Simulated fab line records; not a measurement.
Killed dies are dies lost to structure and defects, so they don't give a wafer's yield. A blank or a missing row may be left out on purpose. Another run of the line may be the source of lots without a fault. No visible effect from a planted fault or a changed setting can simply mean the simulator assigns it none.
fab line records | flow sky130
record lots=10 wafers=30 last-day=50
route steps=708 shown VIA1@471 METAL2@500 VIA4@657 METAL5@665
lots that met no fault: from a run of the same line without faults
start-h: hours from the record's opening day to when the first of the lot's shown wafers began | wait-h: hours since the lot's step before | " repeats the value in the row above | L1.1+2: a single row standing in for several wafers | - no value, or no start was given | * or withheld: withheld | < > ~ a bound
route shown NAME@n: a module of which the file shows steps, and the number in the route of the first | usual: mean/standard deviation taken from wafers without a fault | same: alike in all rows | chamber/n: place in a boat | sites: per-site readings | _std_site: their standard deviation | _edge_site: the outer-site mean with the inner-site mean subtracted | radius-mm: how far each site lies from the wafer's centre | mask NAME#n: copy n | behind: the last tool/chamber to shape the wafer | hold: the reason the lot was held/the length of the hold in hours/how it ended | device: which transistor (n, p or np) failed to switch | end of line: tests of these same wafers at the route's end | where a step has no rows: the recipe by itself | killed: at the first sort, the dies lost to defects and structure; wafer yield is something else | map: shows each die of a wafer: x if killed, . if not, _ if none is there
set.NAME: setting as actually run; set.NAME@STEP: the setting as run at that earlier step | model.NAME: the simulator's own value behind a step, which no gauge read
steps of the route over a sample of lots; a table a step, a row a wafer
services: a tool's chamber out of use, with start hour (start-h, from the record's first day; less than 0 if before it), hours out, and reason
## steps
# step SKY_VIA1_OVL_MEAS_13
# usual VIA1_OVL=2/5.8
# columns lot.wafer tool chamber start-h wait-h VIA1_OVL[nm]
L426.1 overlay-02 - 832.18 0.1 4
L426.4 " - " " 1
L426.6 " - " " -4
L427.3 overlay-01 - 840.63 0.1 16
L427.5 " - " " 9
L427.6 " - " " -3
L429.1 overlay-02 - 860.33 0.1 16
L429.2 " - " " -10
L429.6 " - " " -4
L430.1 overlay-01 - 868.80 0.1 -3
L430.2 " - " " 4
L430.4 " - " " 4
L433.1 overlay-01 - 880.53 0.1 9
L433.3 " - " " 12
L433.5 " - " " 10
L441.4 overlay-02 - 941.69 0.1 -1
L441.5 " - " " 1
L441.6 " - " " 0
L443.3 overlay-02 - 951.72 0.1 10
L443.4 " - " " 0
L443.5 " - " " 7
L444.2 overlay-01 - 956.88 0.1 8
L444.5 " - " " -1
L444.6 " - " " 6
L445.2 overlay-02 - 964.83 0.1 -9
L445.3 " - " " 7
L445.4 " - " " -3
L446.1 overlay-01 - 969.85 0.1 0
L446.2 " - " " -1
L446.6 " - " " -5
# step SKY_METAL2_DESCUM_17
# recipe chemistry=O2 source-power-w=150 bias-power-w=0 pressure-mtorr=10 temp-c=40 time-s=8
# usual drypump-motor-current-A=5.9/0.43 he-backside-leak-sccm=3.3/0.3 oes-product-au=0.999/0.008
# columns lot.wafer tool chamber start-h wait-h drypump-motor-current-A he-backside-leak-sccm oes-product-au rf-hours-counter-h
L426.1 rie-metal-01 0 860.54 0.0 6.5 3.3 0.999 7
L426.4 " 1 " " 5.8 3.5 1.000 -
L426.6 " 0 " " 6.5 3.3 1.007 -
L427.3 rie-metal-03 0 868.42 0.0 5.9 3.1 0.995 -
L427.5 " 0 " " 5.9 3.1 1.007 -
L427.6 " 1 " " 6.2 3.5 0.989 -
L429.1 rie-metal-03 1 887.92 0.0 6.2 3.2 0.990 15
L429.2 " 0 " " 6.0 3.2 1.004 13
L429.6 " 0 " " 6.0 3.1 0.999 -
L430.1 rie-metal-01 0 896.32 0.0 6.5 3.3 0.997 10
L430.2 " 1 " " 5.8 3.6 1.011 0
L430.4 " 1 " " 5.8 3.5 1.014 -
L433.1 rie-metal-03 0 907.57 0.0 6.0 3.1 1.001 14
L433.3 " 0 " " 6.0 3.0 0.992 -
L433.5 " 0 " " 5.9 3.2 1.003 -
L441.4 rie-metal-03 0 968.00 0.0 6.0 3.2 0.992 -
L441.5 " 0 " " 6.0 3.1 0.993 -
L441.6 " 0 " " 6.0 3.1 1.004 -
L443.3 rie-metal-03 0 977.93 0.0 6.0 3.1 1.005 -
L443.4 " 0 " " 6.0 3.2 1.009 -
L443.5 " 0 " " 5.9 3.1 1.007 -
L444.2 rie-metal-04 1 983.14 0.0 6.0 3.5 0.995 8
L444.5 " 0 " " 5.1 3.2 1.002 -
L444.6 " 1 " " 6.0 3.4 1.006 -
L445.2 rie-metal-03 1 990.94 0.0 6.2 3.2 0.987 0
L445.3 " 1 " " 6.2 3.3 0.988 -
L445.4 " 0 " " 6.0 3.0 1.007 -
L446.1 rie-metal-01 0 995.61 0.0 6.4 3.2 0.998 15
L446.2 " 1 " " 5.8 3.5 1.003 5
L446.6 " 0 " " 6.4 3.2 1.001 -
# step SKY_VIA4_CVD_18
# recipe material=W target-thk-nm=505 time-s=152.14 temp-c=400 pressure-torr=40
# usual heater-power-w=867/60 susceptor-temp-C=399.99/0.2
# columns lot.wafer tool chamber start-h wait-h heater-power-w susceptor-temp-C
L426.1 cvd-w-01 0 1041.66 0.0 914 400.30
L426.4 " 1 " " 931 399.66
L426.6 " 1 " " 925 400.04
L427.3 cvd-w-01 0 1049.07 0.1 876 400.07
L427.5 " 1 " " 900 400.11
L427.6 " 0 " " 918 400.47
L429.1 cvd-w-01 0 1065.22 0.0 914 399.91
L429.2 " 1 " " 904 399.92
L429.6 " 1 " " 904 400.09
L430.1 cvd-w-01 0 1072.19 0.0 912 399.99
L430.2 " 1 " " 917 400.05
L430.4 " 0 " " 906 400.10
L433.1 cvd-w-01 0 1082.46 0.0 886 399.96
L433.3 " 1 " " 915 399.80
L433.5 " 1 " " 913 399.78
L441.4 cvd-w-01 1 1132.37 0.1 935 400.19
L441.5 " 0 " " 810 383.61
L441.6 " 1 " " 931 400.01
L443.3 cvd-w-01 0 1137.87 0.1 813 383.75
L443.4 " 1 " " 904 399.85
L443.5 " 1 " " 906 400.18
L444.2 cvd-w-02 1 1144.45 0.0 916 400.04
L444.5 " 0 " " 786 399.75
L444.6 " 1 " " 865 400.02
L445.2 cvd-w-02 0 1151.89 0.0 787 400.23
L445.3 " 0 " " 779 400.10
L445.4 " 1 " " 893 400.25
L446.1 cvd-w-02 0 1154.24 0.0 799 400.04
L446.2 " 1 " " 890 400.17
L446.6 " 1 " " 901 400.22
# step SKY_VIA4_RS_MEAS_19
# recipe thk-meas-gauge=four-point-probe reads=W_of_VIA4_CVD_18+TiN_of_VIA4_SPUTTER_17
# usual VIA4_W_RS=0.2274/0.0022
# columns lot.wafer tool chamber start-h wait-h VIA4_W_RS[ohm/sq]
L426.1 film-metro-01 - 1041.82 0.1 0.2285
L426.4 " - " " 0.2255
L426.6 " - " " 0.2266
L427.3 film-metro-04 - 1049.21 0.1 0.2297
L427.5 " - " " 0.2253
L427.6 " - " " 0.2277
L429.1 film-metro-04 - 1065.37 0.1 0.2248
L429.2 " - " " 0.2244
L429.6 " - " " 0.2233
L430.1 film-metro-03 - 1072.34 0.1 0.2273
L430.2 " - " " 0.2246
L430.4 " - " " 0.2247
L433.1 film-metro-03 - 1082.61 0.1 0.2258
L433.3 " - " " 0.2292
L433.5 " - " " 0.2231
L441.4 film-metro-03 - 1132.53 0.1 0.2242
L441.5 " - " " 0.3113
L441.6 " - " " 0.2250
L443.3 film-metro-01 - 1138.01 0.1 0.3089
L443.4 " - " " 0.2243
L443.5 " - " " 0.2274
L444.2 film-metro-04 - 1144.63 0.1 0.2297
L444.5 " - " " 0.2262
L444.6 " - " " 0.2288
L445.2 film-metro-01 - 1152.06 0.1 0.2299
L445.3 " - " " 0.2298
L445.4 " - " " 0.2318
L446.1 film-metro-01 - 1154.39 0.1 0.2268
L446.2 " - " " 0.2278
L446.6 " - " " 0.2278
# step SKY_VIA4_THK_MEAS_20
# recipe thk-meas-gauge=xrf reads=W_of_VIA4_CVD_18
# usual VIA4_W_THK=500/6
# columns lot.wafer tool chamber start-h wait-h VIA4_W_THK[nm]
L426.1 film-metro-01 - 1041.94 0.1 497
L426.4 " - " " 503
L426.6 " - " " 503
L427.3 film-metro-04 - 1049.31 0.1 500
L427.5 " - " " 508
L427.6 " - " " 505
L429.1 film-metro-04 - 1065.49 0.1 507
L429.2 " - " " 508
L429.6 " - " " 509
L430.1 film-metro-03 - 1072.46 0.1 500
L430.2 " - " " 507
L430.4 " - " " 507
L433.1 film-metro-03 - 1082.73 0.1 501
L433.3 " - " " 495
L433.5 " - " " 507
L441.4 film-metro-03 - 1132.62 0.1 509
L441.5 " - " " 368
L441.6 " - " " 509
L443.3 film-metro-01 - 1138.11 0.1 367
L443.4 " - " " 505
L443.5 " - " " 496
L444.2 film-metro-04 - 1144.74 0.1 502
L444.5 " - " " 512
L444.6 " - " " 501
L445.2 film-metro-01 - 1152.17 0.1 490
L445.3 " - " " 486
L445.4 " - " " 485
L446.1 film-metro-01 - 1154.51 0.1 496
L446.2 " - " " 493
L446.6 " - " " 492
# step SKY_VIA4_CMP_21
# recipe stop-on=SiO2 t-overpolish-s=25 down-force-psi=3.5 platen-rpm=60 target-thk-nm=0 pad-velocity-m-s=0.94248
# usual motor-current-A=10.6/1.4 time-to-endpoint-s=122/3.4
# columns lot.wafer tool chamber start-h wait-h motor-current-A time-to-endpoint-s
L426.1 cmp-01 0 1042.13 0.2 11.9 121
L426.4 " 1 " " 8.5 129
L426.6 " 3 " " 9.8 129
L427.3 cmp-02 3 1049.40 0.1 11.2 117
L427.5 " 2 " " 9.0 123
L427.6 " 3 " " 11.3 120
L429.1 cmp-02 2 1065.55 0.1 8.7 124
L429.2 " 0 " " 11.6 126
L429.6 " 2 " " 9.3 126
L430.1 cmp-02 3 1072.57 0.1 11.5 122
L430.2 " 0 " " 11.2 125
L430.4 " 1 " " 10.6 123
L433.3 cmp-01 1 1082.79 0.0 9.1 118
L433.1 " 0 " " 11.0 123
L433.5 " 1 " " 8.8 127
L441.4 cmp-01 1 1132.70 0.1 8.8 125
L441.6 " 0 " " 11.9 118
L441.5 " 1 " " 8.9 89
L443.4 cmp-02 3 1138.15 0.0 11.7 122
L443.3 " 0 " " 11.1 91
L443.5 " 0 " " 10.8 123
L444.2 cmp-02 3 1144.84 0.1 11.2 124
L444.5 " 2 " " 9.2 127
L444.6 " 3 " " 11.5 125
L445.2 cmp-01 3 1152.22 0.0 9.5 120
L445.4 " 0 " " 11.1 116
L445.3 " 1 " " 8.6 119
L446.2 cmp-01 2 1154.57 0.0 13.0 120
L446.1 " 0 " " 11.8 121
L446.6 " 2 " " 13.3 120
# step SKY_METAL5_SPUTTER_04
# recipe material=TiN target-thk-nm=70 power-w=6500 time-s=58.3 chamber-pressure-pa=0.4
# usual chamber-pressure-pa=0.4001/0.00087 throttle-valve-pct=30.5/1.3
# columns lot.wafer tool chamber start-h wait-h chamber-pressure-pa throttle-valve-pct
L426.1 pvd-sputter-04 - 1042.49 0.0 0.3994 28.8
L426.4 " - " " 0.3978 29.8
L426.6 " - " " 0.4012 30.6
L427.3 pvd-sputter-03 - 1049.77 0.0 0.4012 30.4
L427.5 " - " " 0.3990 30.4
L427.6 " - " " 0.3998 28.4
L429.1 pvd-sputter-02 - 1065.97 0.0 0.4006 31.8
L429.2 " - " " 0.4002 33.6
L429.6 " - " " 0.3997 31.6
L430.1 pvd-sputter-02 - 1072.94 0.0 0.3990 28.8
L430.2 " - " " 0.4000 33.5
L430.4 " - " " 0.4000 31.8
L433.1 pvd-sputter-02 - 1083.21 0.0 0.4003 28.7
L433.3 " - " " 0.3990 33.6
L433.5 " - " " 0.3991 33.5
L441.4 pvd-sputter-03 - 1133.07 0.0 0.3993 30.3
L441.5 " - " " 0.3989 30.8
L441.6 " - " " 0.3992 30.7
L443.3 pvd-sputter-04 - 1138.57 0.0 0.3999 30.2
L443.4 " - " " 0.4000 29.0
L443.5 " - " " 0.4021 29.8
L444.2 pvd-sputter-04 - 1145.20 0.0 0.4001 29.0
L444.5 " - " " 0.4007 30.4
L444.6 " - " " 0.4000 29.6
L445.2 pvd-sputter-04 - 1152.65 0.0 0.4004 30.6
L445.3 " - " " 0.4001 30.8
L445.4 " - " " 0.4014 29.7
L446.1 pvd-sputter-02 - 1154.99 0.0 0.4011 31.7
L446.2 " - " " 0.4004 28.4
L446.6 " - " " 0.4001 31.5
## services
# columns tool chamber start-h hours kind
cmp-01 - 837.06 5.6 repair
cmp-01 - 858.97 2.0 repair
cmp-01 - 864.69 1.7 repair
cvd-w-01 1 871.40 3.7 repair
rie-metal-03 - 872.11 0.3 repair
cmp-02 - 882.07 0.6 repair
cvd-w-01 0 898.67 4.3 repair
cvd-w-01 - 904.00 14.0 pm
cmp-01 - 909.31 0.3 repair
cmp-02 - 912.62 4.0 pm
cvd-w-01 1 922.73 13.2 repair
cmp-02 - 945.10 3.9 repair
rie-metal-03 - 946.67 14.6 pm
cvd-w-01 - 949.52 6.0 pm
cmp-01 - 989.97 4.3 pm
rie-metal-03 0 1001.60 3.1 repair
cmp-01 - 1002.88 1.0 repair
cmp-01 - 1006.92 15.1 pm
cmp-01 - 1031.39 2.3 repair
cmp-02 - 1037.34 0.2 repair
cmp-02 - 1040.11 2.4 repair
rie-metal-03 1 1048.03 3.3 repair
rie-metal-03 0 1073.30 11.9 repair
rie-metal-03 1 1132.69 27.7 repair
## key
first-sign step=SKY_VIA4_CVD_18 reading=susceptor-temp-C direction=down sigmas=81 usual=* struck=*
effect step=SKY_VIA4_RS_MEAS_19 reading=VIA4_W_RS direction=up sigmas=37 usual=0.2274 struck=0.3101
effect step=SKY_VIA4_THK_MEAS_20 reading=VIA4_W_THK direction=down sigmas=22 usual=500 struck=367
effect step=SKY_VIA4_CMP_21 reading=time-to-endpoint-s direction=down sigmas=9.5 usual=* struck=*
met-at SKY_VIA4_CVD_18
struck-lots L441,L443
struck-wafers L441.5,L443.3
not-acting-at SKY_VIA1_OVL_MEAS_13,SKY_METAL2_DESCUM_17,SKY_METAL5_SPUTTER_04
onset-between 1082.46 1132.37
fault kind=process-parameter-drift tool=cvd-w-01 chamber=0 onset-h=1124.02 steps=SKY_VIA4_CVD_18 channel=temp-c offset=* shape=step end-h=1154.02 acts-in=* stated=*
